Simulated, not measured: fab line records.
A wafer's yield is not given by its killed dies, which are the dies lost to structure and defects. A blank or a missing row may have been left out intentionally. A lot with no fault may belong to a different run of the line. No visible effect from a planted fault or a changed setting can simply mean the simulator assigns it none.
fab line records ; flow sky130
record: lots: 7; wafers: 21; lastDay: 50
route steps=708 shown LI_CONTACT@383 LOCAL_INTERCONNECT@387
lots that met no fault: taken from a fault-free run of the same line
startH: start of the lot's first displayed wafer, in hours after the record's first day ; waitH: how many hours have passed since the lot's step before this one ; " unchanged from the row above ; L1.1+2: several wafers, shown together as one row ; - no value, or no start given ; * or withheld: withheld ; < > ~ a bound
route shown NAME@n: names a module that has steps shown in the file, with the first one's number in the route ; usual: mean/standard deviation taken from wafers without a fault ; same: alike in all rows ; chamber/n: place in a boat ; sites: each site's reading ; _std_site: standard deviation across them ; _edge_site: mean of outer sites minus mean of inner sites ; radiusMm: for every site, how far away it sits from the centre of the wafer ; mask NAME#n: copy n ; behind: the last tool/chamber to shape the wafer ; hold: cause of the lot's hold/its duration in hours/its outcome ; device: the transistor (n, p or np) that didn't switch ; end of line: tests of these same wafers at the route's end ; where a step has no rows: the recipe by itself ; killed: at the first sort, the dies lost to defects and structure; wafer yield is something else ; map: shows each die of a wafer: x if killed, . if not, _ if none is there
set.NAME: the run value of the setting; set.NAME@STEP: its run value at that earlier step ; model.NAME: the simulator's own value behind a step, which no gauge read
lots at selected steps of the route; one table per step, one row per wafer
services: the hour from which a tool's chamber was out of use, counted from the record's first day as startH (under 0 if before that day), plus the number of hours and why
== steps ==
step: SKY_LI_CONTACT_CVD_21
recipe: material: W; targetThkNm: 400; timeS: 120.56; tempC: 400; pressureTorr: 40
usual: chamberPressureTorr: 39.99/0.094; heaterPowerW: 813/37
lot.wafer;tool;chamber;startH;waitH;chamberPressureTorr;heaterPowerW
L873.1;cvdW-02;1;676.84;0.0;40.02;776
L873.2;cvdW-02;0;676.84;0.0;39.84;797
L873.3;cvdW-02;0;676.84;0.0;39.93;810
L874.1;cvdW-01;1;687.42;0.0;40.07;877
L874.2;cvdW-01;0;687.42;0.0;39.95;775
L874.3;cvdW-01;1;687.42;0.0;40.00;875
L883.1;cvdW-02;0;757.61;0.0;40.07;824
L883.3;cvdW-02;1;757.61;0.0;39.99;780
L883.6;cvdW-02;1;757.61;0.0;39.98;778
L882.2;cvdW-01;1;759.10;0.0;39.97;860
L882.3;cvdW-01;1;759.10;0.0;39.99;872
L882.5;cvdW-01;1;759.10;0.0;39.94;869
L884.2;cvdW-01;1;762.20;0.0;40.08;868
L884.3;cvdW-01;1;762.20;0.0;39.99;850
L884.6;cvdW-01;1;762.20;0.0;40.18;874
L887.3;cvdW-02;0;790.21;0.1;39.94;815
L887.4;cvdW-02;1;790.21;0.1;39.90;785
L887.6;cvdW-02;1;790.21;0.1;39.93;787
L893.3;cvdW-01;0;834.97;0.1;39.97;784
L893.4;cvdW-01;1;834.97;0.1;39.93;855
L893.6;cvdW-01;0;834.97;0.1;39.98;811
step: SKY_LI_CONTACT_RS_MEAS_22
recipe: thkMeasGauge: four-point-probe; reads: W_of_LI_CONTACT_CVD_21+TiN_of_LI_CONTACT_SPUTTER_20+Ti_of_LI_CONTACT_SPUTTER_19
usual: LI_CONTACT_W_RS: 0.286/0.0033
lot.wafer;tool;chamber;startH;waitH;LI_CONTACT_W_RS[ohm/sq]
L873.1;filmMetro-04;-;676.96;0.1;0.285
L873.2;filmMetro-04;-;676.96;0.1;0.288
L873.3;filmMetro-04;-;676.96;0.1;0.282
L874.1;filmMetro-03;-;687.55;0.1;0.283
L874.2;filmMetro-03;-;687.55;0.1;0.282
L874.3;filmMetro-03;-;687.55;0.1;0.284
L883.1;filmMetro-03;-;757.73;0.1;0.288
L883.3;filmMetro-03;-;757.73;0.1;0.282
L883.6;filmMetro-03;-;757.73;0.1;0.283
L882.2;filmMetro-03;-;759.24;0.1;0.288
L882.3;filmMetro-03;-;759.24;0.1;0.289
L882.5;filmMetro-03;-;759.24;0.1;0.287
L884.2;filmMetro-03;-;762.34;0.1;0.289
L884.3;filmMetro-03;-;762.34;0.1;0.287
L884.6;filmMetro-03;-;762.34;0.1;0.286
L887.3;filmMetro-04;-;790.33;0.1;0.287
L887.4;filmMetro-04;-;790.33;0.1;0.283
L887.6;filmMetro-04;-;790.33;0.1;0.282
L893.3;filmMetro-03;-;835.10;0.1;0.286
L893.4;filmMetro-03;-;835.10;0.1;0.282
L893.6;filmMetro-03;-;835.10;0.1;0.288
step: SKY_LI_CONTACT_THK_MEAS_23
recipe: thkMeasGauge: xrf; reads: W_of_LI_CONTACT_CVD_21
usual: LI_CONTACT_W_THK: 388/6.1
lot.wafer;tool;chamber;startH;waitH;LI_CONTACT_W_THK[nm]
L873.1;filmMetro-04;-;677.08;0.1;392
L873.2;filmMetro-04;-;677.08;0.1;384
L873.3;filmMetro-04;-;677.08;0.1;389
L874.1;filmMetro-03;-;687.67;0.1;399
L874.2;filmMetro-03;-;687.67;0.1;400
L874.3;filmMetro-03;-;687.67;0.1;398
L883.1;filmMetro-03;-;757.85;0.1;386
L883.3;filmMetro-03;-;757.85;0.1;397
L883.6;filmMetro-03;-;757.85;0.1;395
L882.2;filmMetro-03;-;759.35;0.1;390
L882.3;filmMetro-03;-;759.35;0.1;386
L882.5;filmMetro-03;-;759.35;0.1;388
L884.2;filmMetro-03;-;762.45;0.1;387
L884.3;filmMetro-03;-;762.45;0.1;391
L884.6;filmMetro-03;-;762.45;0.1;389
L887.3;filmMetro-04;-;790.43;0.1;385
L887.4;filmMetro-04;-;790.43;0.1;390
L887.6;filmMetro-04;-;790.43;0.1;392
L893.3;filmMetro-03;-;835.20;0.1;392
L893.4;filmMetro-03;-;835.20;0.1;401
L893.6;filmMetro-03;-;835.20;0.1;392
step: SKY_LI_CONTACT_CMP_24
recipe: stopOn: PSG; tOverpolishS: 20; downForcePsi: 3.5; platenRpm: 60; targetThkNm: 0; padVelocityMS: 0.94248
usual: motorCurrentA: 10.9/1.2; overpolishRunS: 20.000/0.0089; timeToEndpointS: 97/4.2
lot.wafer;tool;chamber;startH;waitH;motorCurrentA;overpolishRunS;timeToEndpointS
L873.1;cmp-02;1;677.14;0.1;11.6;19.990;94
L873.3;cmp-02;3;677.14;0.1;11.3;20.010;97
L873.2;cmp-02;0;677.14;0.1;9.4;19.992;97
L874.2;cmp-02;0;687.73;0.0;9.2;20.009;94
L874.1;cmp-02;2;687.73;0.0;12.9;20.000;93
L874.3;cmp-02;3;687.73;0.0;11.2;20.007;94
L883.3;cmp-01;2;758.06;0.2;9.2;19.989;97
L883.1;cmp-01;0;758.06;0.2;9.5;20.013;98
L883.6;cmp-01;1;758.06;0.2;11.2;20.014;105
L882.2;cmp-01;2;759.45;0.1;9.1;20.002;93
L882.3;cmp-01;0;759.45;0.1;9.5;20.004;94
L882.5;cmp-01;2;759.45;0.1;9.4;19.988;91
L884.2;cmp-01;2;762.50;0.0;9.2;20.012;94
L884.3;cmp-01;3;762.50;0.0;11.5;19.999;100
L884.6;cmp-01;2;762.50;0.0;9.3;19.994;96
L887.3;cmp-02;0;790.47;0.0;10.0;19.999;101
L887.4;cmp-02;3;790.47;0.0;11.8;19.991;98
L887.6;cmp-02;1;790.47;0.0;10.6;19.983;95
L893.3;cmp-02;2;835.29;0.1;12.5;20.011;98
L893.4;cmp-02;3;835.29;0.1;11.7;20.015;102
L893.6;cmp-02;2;835.29;0.1;12.2;19.998;96
step: SKY_LOCAL_INTERCONNECT_SPUTTER_00
recipe: material: TiN; targetThkNm: 100; tempC: 300; powerW: 6500; timeS: 83.3; chamberPressurePa: 0.4
usual: cathodeDcPowerW: 6500.0/1.1; throttleValvePct: 29.9/0.89
lot.wafer;tool;chamber;startH;waitH;cathodeDcPowerW;throttleValvePct
L873.1;pvdSputter-02;-;677.44;0.2;6497.7;30.2
L873.2;pvdSputter-02;-;677.44;0.2;6499.5;28.2
L873.3;pvdSputter-02;-;677.44;0.2;6499.4;30.2
L874.1;pvdSputter-03;-;688.03;0.1;6500.4;28.9
L874.2;pvdSputter-03;-;688.03;0.1;6499.7;30.2
L874.3;pvdSputter-03;-;688.03;0.1;6501.3;30.4
L883.1;pvdSputter-02;-;758.31;0.1;6501.0;30.3
L883.3;pvdSputter-02;-;758.31;0.1;6498.7;28.0
L883.6;pvdSputter-02;-;758.31;0.1;6499.0;30.2
L882.2;pvdSputter-02;-;759.70;0.2;6500.0;30.4
L882.3;pvdSputter-02;-;759.70;0.2;6499.5;30.1
L882.5;pvdSputter-02;-;759.70;0.2;6501.8;30.0
L884.2;pvdSputter-04;-;762.80;0.2;6499.3;29.5
L884.3;pvdSputter-04;-;762.80;0.2;6499.4;29.1
L884.6;pvdSputter-04;-;762.80;0.2;6498.8;29.4
L887.3;pvdSputter-04;-;790.77;0.2;6501.0;28.6
L887.4;pvdSputter-04;-;790.77;0.2;6498.8;29.4
L887.6;pvdSputter-04;-;790.77;0.2;6500.3;30.4
L893.3;pvdSputter-03;-;835.54;0.2;6501.6;30.6
L893.4;pvdSputter-03;-;835.54;0.2;6503.5;30.2
L893.6;pvdSputter-03;-;835.54;0.2;6500.7;30.0
step: SKY_LOCAL_INTERCONNECT_RS_MEAS_01
recipe: thkMeasGauge: four-point-probe; reads: TiN_of_LOCAL_INTERCONNECT_SPUTTER_00
usual: LOCAL_INTERCONNECT_TIN_RS: 14.11/0.15
lot.wafer;tool;chamber;startH;waitH;LOCAL_INTERCONNECT_TIN_RS[ohm/sq]
L873.1;filmMetro-02;-;677.50;0.0;14.14
L873.2;filmMetro-02;-;677.50;0.0;14.34
L873.3;filmMetro-02;-;677.50;0.0;14.35
L874.1;filmMetro-01;-;688.09;0.0;13.82
L874.2;filmMetro-01;-;688.09;0.0;13.88
L874.3;filmMetro-01;-;688.09;0.0;13.97
L883.1;filmMetro-01;-;758.37;0.0;13.98
L883.3;filmMetro-01;-;758.37;0.0;14.24
L883.6;filmMetro-01;-;758.37;0.0;13.88
L882.2;filmMetro-01;-;759.78;0.1;13.88
L882.3;filmMetro-01;-;759.78;0.1;14.11
L882.5;filmMetro-01;-;759.78;0.1;13.87
L884.2;filmMetro-03;-;762.88;0.1;14.28
L884.3;filmMetro-03;-;762.88;0.1;13.99
L884.6;filmMetro-03;-;762.88;0.1;14.21
L887.3;filmMetro-02;-;790.88;0.1;14.01
L887.4;filmMetro-02;-;790.88;0.1;14.11
L887.6;filmMetro-02;-;790.88;0.1;14.26
L893.3;filmMetro-02;-;835.64;0.1;14.22
L893.4;filmMetro-02;-;835.64;0.1;14.14
L893.6;filmMetro-02;-;835.64;0.1;14.22
step: SKY_LOCAL_INTERCONNECT_THK_MEAS_02
recipe: thkMeasGauge: xrf; reads: TiN_of_LOCAL_INTERCONNECT_SPUTTER_00
usual: LOCAL_INTERCONNECT_TIN_THK: 98.3/1
lot.wafer;tool;chamber;startH;waitH;LOCAL_INTERCONNECT_TIN_THK[nm]
L873.1;filmMetro-02;-;677.62;0.1;97.6
L873.2;filmMetro-02;-;677.62;0.1;96.8
L873.3;filmMetro-02;-;677.62;0.1;95.9
L874.1;filmMetro-01;-;688.21;0.1;99.5
L874.2;filmMetro-01;-;688.21;0.1;99.6
L874.3;filmMetro-01;-;688.21;0.1;99.0
L883.1;filmMetro-01;-;758.49;0.1;99.8
L883.3;filmMetro-01;-;758.49;0.1;97.9
L883.6;filmMetro-01;-;758.49;0.1;99.9
L882.2;filmMetro-01;-;759.89;0.1;99.9
L882.3;filmMetro-01;-;759.89;0.1;98.6
L882.5;filmMetro-01;-;759.89;0.1;100.4
L884.2;filmMetro-03;-;762.99;0.1;96.6
L884.3;filmMetro-03;-;762.99;0.1;98.7
L884.6;filmMetro-03;-;762.99;0.1;97.3
L887.3;filmMetro-02;-;790.98;0.1;98.7
L887.4;filmMetro-02;-;790.98;0.1;98.2
L887.6;filmMetro-02;-;790.98;0.1;97.1
L893.3;filmMetro-02;-;835.74;0.1;98.1
L893.4;filmMetro-02;-;835.74;0.1;98.3
L893.6;filmMetro-02;-;835.74;0.1;98.2
step: SKY_LOCAL_INTERCONNECT_DEHYDRATE_03
recipe: tempC: 200; timeS: 60
step: SKY_LOCAL_INTERCONNECT_HMDS_04
recipe: primeTimeS: 60; primeTempC: 120
step: SKY_LOCAL_INTERCONNECT_COAT_05
recipe: resist: BARC; tempC: withheld; timeS: withheld; spinRpm: 3000; resistThkNm: 60
step: SKY_LOCAL_INTERCONNECT_COAT_06
recipe: resist: KrF-thick; spinRpm: 3000; resistThkNm: 450
step: SKY_LOCAL_INTERCONNECT_SOFTBAKE_07
recipe: tempC: 100; timeS: 90; resist: KrF-thick
step: SKY_LOCAL_INTERCONNECT_EXPOSE_08
recipe: maskId: LI1M; na: 0.8; sourceShape: annular; sigmaInner: 0.55; sigmaOuter: 0.85; targetCdNm: 170; doseMj: 28
usual: exposureDoseMJCm2: 28.00/0.03; focusOffsetNm: 0.0/0.47; na: 0.8/0
lot.wafer;tool;chamber;startH;waitH;mask;exposureDoseMJCm2;focusOffsetNm;na
L873.1;krfScanner-01;0;692.28;-;LI1M#0;28.01;0.3;0.8
L873.2;krfScanner-01;0;692.28;-;LI1M#0;27.98;0.5;0.8
L873.3;krfScanner-01;0;692.28;-;LI1M#0;28.01;-0.1;0.8
L874.1;krfScanner-02;0;702.60;-;LI1M#0;28.02;0.3;0.8
L874.2;krfScanner-02;0;702.60;-;LI1M#0;28.02;0.5;0.8
L874.3;krfScanner-02;0;702.60;-;LI1M#0;28.01;0.7;0.8
L883.1;krfScanner-01;-;771.88;-;LI1M#0;-;-;-
L883.3;krfScanner-01;-;771.88;-;LI1M#0;-;-;-
L883.6;krfScanner-01;-;771.88;-;LI1M#0;-;-;-
L882.2;krfScanner-01;-;773.37;-;LI1M#0;-;-;-
L882.3;krfScanner-01;-;773.37;-;LI1M#0;-;-;-
L882.5;krfScanner-01;-;773.37;-;LI1M#0;-;-;-
L884.2;krfScanner-01;-;776.07;-;LI1M#0;-;-;-
L884.3;krfScanner-01;-;776.07;-;LI1M#0;-;-;-
L884.6;krfScanner-01;-;776.07;-;LI1M#0;-;-;-
L887.3;krfScanner-01;0;804.37;-;LI1M#0;27.95;1.3;0.8
L887.4;krfScanner-01;0;804.37;-;LI1M#0;27.96;0.3;0.8
L887.6;krfScanner-01;0;804.37;-;LI1M#0;28.01;0.0;0.8
L893.3;krfScanner-02;0;849.81;-;LI1M#0;27.98;-0.7;0.8
L893.4;krfScanner-02;0;849.81;-;LI1M#0;27.94;-0.3;0.8
L893.6;krfScanner-02;0;849.81;-;LI1M#0;28.00;-0.3;0.8
step: SKY_LOCAL_INTERCONNECT_PEB_09
recipe: pebTempC: withheld; pebTimeS: withheld; resist: KrF-thick
== services ==
tool;chamber;startH;hours;kind
pvdSputter-02;-;667.85;1.9;repair
cvdW-01;-;670.89;14.6;pm
krfScanner-02;-;708.73;1.3;pm
cvdW-01;0;721.04;5.2;repair
cmp-02;-;723.92;0.7;repair
pvdSputter-03;-;730.85;57.0;repair
cmp-02;-;731.34;12.4;pm
cvdW-01;-;733.32;1.2;repair
krfScanner-01;-;734.89;1.3;pm
cvdW-01;0;742.71;4.6;repair
cmp-01;-;744.29;4.0;pm
cvdW-01;1;744.33;2.4;repair
cmp-01;-;752.86;0.4;repair
krfScanner-01;-;754.25;3.6;pm
krfScanner-02;-;755.05;1.7;repair
krfScanner-01;-;757.80;0.8;pm
krfScanner-02;-;758.55;0.8;pm
cmp-02;-;783.91;3.3;pm
cvdW-02;-;787.16;2.1;repair
krfScanner-01;-;789.76;1.0;pm
krfScanner-01;-;793.52;4.0;pm
cvdW-01;-;826.90;3.8;pm
cmp-02;-;831.39;3.8;repair
cmp-02;-;837.04;22.1;repair
== key ==
firstSign: step: SKY_LOCAL_INTERCONNECT_EXPOSE_08; reading: toolRecord; direction: missing
effect none on later readings
metAt SKY_LOCAL_INTERCONNECT_EXPOSE_08
struckWafers L882.2,L882.3,L882.5,L883.1,L883.3,L883.6,L884.2,L884.3,L884.6
laterRowsLeftOut L882.2,L882.3,L882.5,L883.1,L883.3,L883.6,L884.2,L884.3,L884.6
sortLeftOut L882.2,L882.3,L882.5,L883.1,L883.3,L883.6,L884.2,L884.3,L884.6
testerLeftOut L882,L883,L884
onsetBetween 692.28 771.88
fault: kind: skippedStepWhole; tool: krfScanner-01; chamber: -; onsetH: 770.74; steps: SKY_LOCAL_INTERCONNECT_EXPOSE_08; scope: struckLotsOnly
testerLeftOut: of these lots the tester's yield and bins aren't shown, on N5 and GAA mostly nor the transistor test; their killed dies are dies lost to structure and defects alone, not to doping, threshold or leakage, so they don't give the yield
sortLeftOut: the simulated sort isn't trusted on such a fault, so these wafers' sort isn't shown, and their yield isn't known
laterRowsLeftOut: the simulator's readings of these wafers behind a module that went badly wrong aren't trusted and aren't shown, but for the sort
